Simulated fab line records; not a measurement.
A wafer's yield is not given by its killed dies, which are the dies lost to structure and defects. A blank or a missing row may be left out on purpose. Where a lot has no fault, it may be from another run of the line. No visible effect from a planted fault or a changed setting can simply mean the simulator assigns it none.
Matching of chambers -- flow sky130 -- 4 sister chambers for SKY_LI_CONTACT_ETCH_14 on rie-diel-04
The step etches BARC in N2/H2, stops on SiO2, time 44.54 s, target depth 60 nm. 4 wafers are shown with their chamber, then 8 later ones without.

EACH WAFER AND ITS CHAMBER
wafer,chamber,drypump-motor-current-A (A)
L083.3,2,6.5
L084.1,3,5.9
L084.6,0,5.9
L088.2,1,5.8

WAFERS WITHOUT THEIR CHAMBER
wafer,drypump-motor-current-A (A)
L088.4,5.9
L088.5,5.8
L090.1,5.9
L090.4,6.0
L090.6,5.9
L092.1,6.6
L092.3,5.8
L092.5,6.5

THE CHAMBER EACH PASSED THROUGH
wafer,from the rows above,in truth
L088.4,can't be placed: 0 or 3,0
L088.5,1,1
L090.1,can't be placed: 0 or 3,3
L090.4,can't be placed: 0 or 3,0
L090.6,can't be placed: 0 or 3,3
L092.1,2,2
L092.3,1,1
L092.5,2,2
Correctly placed: 4 of 8. Unplaceable from these rows: 4, with the true chamber sitting among the candidates in 4. Wrongly placed: 0.
How it was worked out, from the rows above alone: a wafer's distance from a chamber is the root of the sum, over the readings, of the square of ((its reading less the chamber's mean) divided by the reading's scatter). The wafer belongs to the nearest chamber; if the next one is less than 2 further off, it can't be placed. A chamber's mean is the mean of its shown wafers. The scatter (one wafer shown for each chamber): square how far every hidden wafer sits from the nearest shown wafer, average those squares and take the square root.
